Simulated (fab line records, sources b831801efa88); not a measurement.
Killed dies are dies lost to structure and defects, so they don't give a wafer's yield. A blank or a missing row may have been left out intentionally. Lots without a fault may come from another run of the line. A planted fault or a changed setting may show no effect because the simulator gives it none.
A lot that was struck, set against a sound lot | flow sfq line | 41 steps out of a route of 325
Sound: wafers L817.3, L817.5, L817.6. Wafers L822.3, L822.4, L822.6 were the ones struck. The cause is given at the end.
Order at every step that has rows: each side's tool, ch and its chambers, its first start. Under that, the readings that differ: sound wafers | struck wafers | difference of the means | sigmas: that difference in standard deviations of wafers without a fault.
alike: words and numbers the same on both sides, and readings whose means are apart by under 2 such deviations; not compared: readings that were withheld, readings missing a value for some wafer, numbers with overlapping values and no deviation given by the record, and bounds like >300 which may hide the same value.
A row with sigmas, a row that says differs or no value, or rows on one side alone: a step with any of these is where the two part. Numbers that don't overlap but have no deviation are shown without sigmas and don't part them. Lack of a reading on every wafer of one side parts them only where that side has two or more wafers.

SFQ_L0V_OVL_MEAS_903:
  struck on overlay-01, day 13 22:35; sound on overlay-01, day 12 08:37
  reading      | sound    | struck | difference | sigmas
  L0V_OVL (nm) | -6 -4 -7 | 3 3 5  | +9         | +2
SFQ_TRILAYER_L0_VIA_BARC_OPEN_VIA_ETCH_021: etches BARC in O2, target depth 125 nm, time 41.7 s.
  sound on rie diel-01 ch 0,1,3, day 12 08:38; struck on rie diel-01 ch 0,2, day 13 22:37
  alike: bias w, drypump motor current A, oes product au
  not compared: rf hours counter h
then, 5 steps without rows for these wafers: SFQ_TRILAYER_L0_VIA_ETCH_VIA_ETCH_016 (etches SiO2 in CHF3, stops on MoNx KI, target depth 80 nm); SFQ_TRILAYER_L0_VIA_STRIP_STRIP_017 (strips in O2); SFQ_TRILAYER_L0_VIA_STRIP_SOLV_CLEAN_018 (cleans in NMP, time 600 s); SFQ_TRILAYER_M0_DEP_PRE_CLEAN_020 (time 15 s); SFQ_TRILAYER_M0_DEP_SPUTTER_019 (material Nb, target thk 200 nm, time 133.3 s).
SFQ_M0_RS_MEAS_904: the measuring method here is four-point-probe.
  struck on film metro-01, day 13 23:39; sound on film metro-01, day 12 09:40
  alike: M0_NB_RS
then, 3 steps without rows for these wafers: SFQ_TRILAYER_M0_LITHO_COAT_026 (resist thk 62 nm); SFQ_TRILAYER_M0_LITHO_COAT_021 (resist thk 600 nm); SFQ_TRILAYER_M0_LITHO_SOFTBAKE_025.
-- the record jumps here: 5 days lie between the struck wafers' starts before and after --
SFQ_TRILAYER_M0_LITHO_EXPOSE_022: exposes mask M0, target cd 500 nm.
  sound on krf scanner-01 ch 0, day 17 10:14; struck on krf scanner-01 ch 0, day 19 06:25
  reading              | sound                | struck            | difference | sigmas
  exposure dose mJ cm2 | 14.377 14.367 14.393 | 9.103 9.101 9.081 | -5.284     | -99 or more
  alike: mask, stage vel mm s
then, 2 steps without rows for these wafers: SFQ_TRILAYER_M0_LITHO_PEB_024 (peb time 60 s); SFQ_TRILAYER_M0_LITHO_DEVELOP_023 (time 60 s).
SFQ_M0_OVL_MEAS_906:
  struck on overlay-01, day 19 07:31; sound on overlay-01, day 17 11:21
  alike: M0_OVL
SFQ_TRILAYER_M0_BARC_OPEN_METAL_ETCH_031: etches BARC in O2, target depth 125 nm, time 41.7 s.
  sound on rie metal-02 ch 0, day 17 11:25; struck on rie metal-02 ch 0,1, day 19 07:34
  reading             | sound             | struck            | difference | sigmas
  model.M0.cd nm (nm) | 499.9 499.9 500.2 | 573.8 572.2 571.7 | +72.6      |
  alike: bias w, drypump motor current A, oes product au
  not compared: rf hours counter h
SFQ_TRILAYER_M0_ETCH_METAL_ETCH_024: etches Nb in Cl2/Ar, stops on SiO2, target depth 240 nm, time 120 s.
  sound on rie metal-02 ch 0, day 17 11:35; struck on rie metal-02 ch 0,1, day 19 07:39
  reading             | sound             | struck            | difference | sigmas
  model.M0.cd nm (nm) | 498.2 498.4 498.7 | 574.9 570.6 572.2 | +74.1      |
  alike: bias w, drypump motor current A, oes product au
  not compared: rf hours counter h
SFQ_TRILAYER_M0_STRIP_STRIP_025: strips in O2.
  sound on rie metal-02 ch 0, day 17 12:09; struck on rie metal-02 ch 0,1, day 19 07:56
  alike: drypump motor current A, oes product au
  not compared: rf hours counter h
then, 1 step without rows for these wafers: SFQ_TRILAYER_M0_STRIP_SOLV_CLEAN_026 (cleans in NMP, time 600 s).
SFQ_TRILAYER_I0_DEP_PECVD_027: deposits SiO2 from SiH4/N2O, time 111.11 s, target thk 500 nm.
  sound on pecvd-04 ch 0,1,2, day 17 13:07; struck on pecvd-04 ch 0,1, day 19 08:31
  alike: heater power w, throttle valve pct
  not compared: since wet clean h
then, 1 step without rows for these wafers: SFQ_TRILAYER_I0_CMP_CMP_028 (polishes SiO2).
SFQ_I0_BOW_MEAS_907:
  struck on film metro-02, day 19 13:38; sound on film metro-04, day 17 16:14
  alike: I0_BOW
then, 7 steps without rows for these wafers: SFQ_TRILAYER_I0_METRO_MEASURE_029; SFQ_TRILAYER_I0_VIA_LITHO_COAT_036 (resist thk 62 nm); SFQ_TRILAYER_I0_VIA_LITHO_COAT_031 (resist thk 650 nm); SFQ_TRILAYER_I0_VIA_LITHO_SOFTBAKE_035; SFQ_TRILAYER_I0_VIA_LITHO_EXPOSE_032 (exposes mask I0, target cd 500 nm); SFQ_TRILAYER_I0_VIA_LITHO_PEB_034 (peb time 60 s); SFQ_TRILAYER_I0_VIA_LITHO_DEVELOP_033 (time 60 s).
-- the record jumps here: 6 days lie between the struck wafers' starts before and after --
SFQ_I0_OVL_MEAS_908:
  struck on overlay-01, day 25 23:59; sound on overlay-02, day 24 04:11
  alike: I0_OVL
then, 1 step without rows for these wafers: SFQ_TRILAYER_I0_VIA_BARC_OPEN_VIA_ETCH_046 (etches BARC in O2, target depth 125 nm, time 41.7 s).
SFQ_TRILAYER_I0_VIA_ETCH_VIA_ETCH_034: etches SiO2 in CHF3, stops on Nb, target depth 260 nm.
  sound on rie diel-02 ch 0,1,2, day 24 04:15; struck on rie diel-02 ch 0,2,3, day 26 00:03
  alike: bias w, drypump motor current A, oes product au
then, 3 steps without rows for these wafers: SFQ_TRILAYER_I0_VIA_STRIP_STRIP_035 (strips in O2); SFQ_TRILAYER_I0_VIA_STRIP_SOLV_CLEAN_036 (cleans in NMP, time 600 s); SFQ_TRILAYER_M1_DEP_PRE_CLEAN_038 (time 22.5 s).
SFQ_TRILAYER_M1_DEP_SPUTTER_037: material Nb, target thk 200 nm, time 133.3 s.
  struck on pvd sputter-03, day 26 00:58; sound on pvd sputter-06, day 24 05:20
  alike: throttle valve pct
SFQ_M1_RS_MEAS_909: the measuring method here is four-point-probe.
  struck on film metro-02, day 26 01:06; sound on film metro-03, day 24 05:29
  alike: M1_NB_RS
then, 3 steps without rows for these wafers: SFQ_TRILAYER_M1_LITHO_COAT_044 (resist thk 62 nm); SFQ_TRILAYER_M1_LITHO_COAT_039 (resist thk 600 nm); SFQ_TRILAYER_M1_LITHO_SOFTBAKE_043.
-- the record jumps here: 62 days lie between the struck wafers' starts before and after --
SFQ_M8_BOW_MEAS_951:
  struck on film metro-04, day 87 13:53; sound on film metro-01, day 85 21:47
  reading               | sound             | struck            | difference | sigmas
  model.etest.m0.ohm um | 1.793 1.783 1.775 | 1.519 1.536 1.537 | -0.253     |
  alike: M8_BOW

== WHERE THEY PART ==
Last at SFQ_TRILAYER_M0_LITHO_EXPOSE_022 as far as this record goes, first at SFQ_L0V_OVL_MEAS_903. Later steps at which nothing parts them and some readings are alike: SFQ_M0_OVL_MEAS_906, SFQ_TRILAYER_M0_BARC_OPEN_METAL_ETCH_031, SFQ_TRILAYER_M0_ETCH_METAL_ETCH_024, SFQ_TRILAYER_M0_STRIP_STRIP_025, SFQ_TRILAYER_I0_DEP_PECVD_027, SFQ_I0_BOW_MEAS_907, SFQ_I0_OVL_MEAS_908, SFQ_TRILAYER_I0_VIA_ETCH_VIA_ETCH_034, SFQ_TRILAYER_M1_DEP_SPUTTER_037, SFQ_M1_RS_MEAS_909, SFQ_M8_BOW_MEAS_951.

WHY: the cause the simulator had injected
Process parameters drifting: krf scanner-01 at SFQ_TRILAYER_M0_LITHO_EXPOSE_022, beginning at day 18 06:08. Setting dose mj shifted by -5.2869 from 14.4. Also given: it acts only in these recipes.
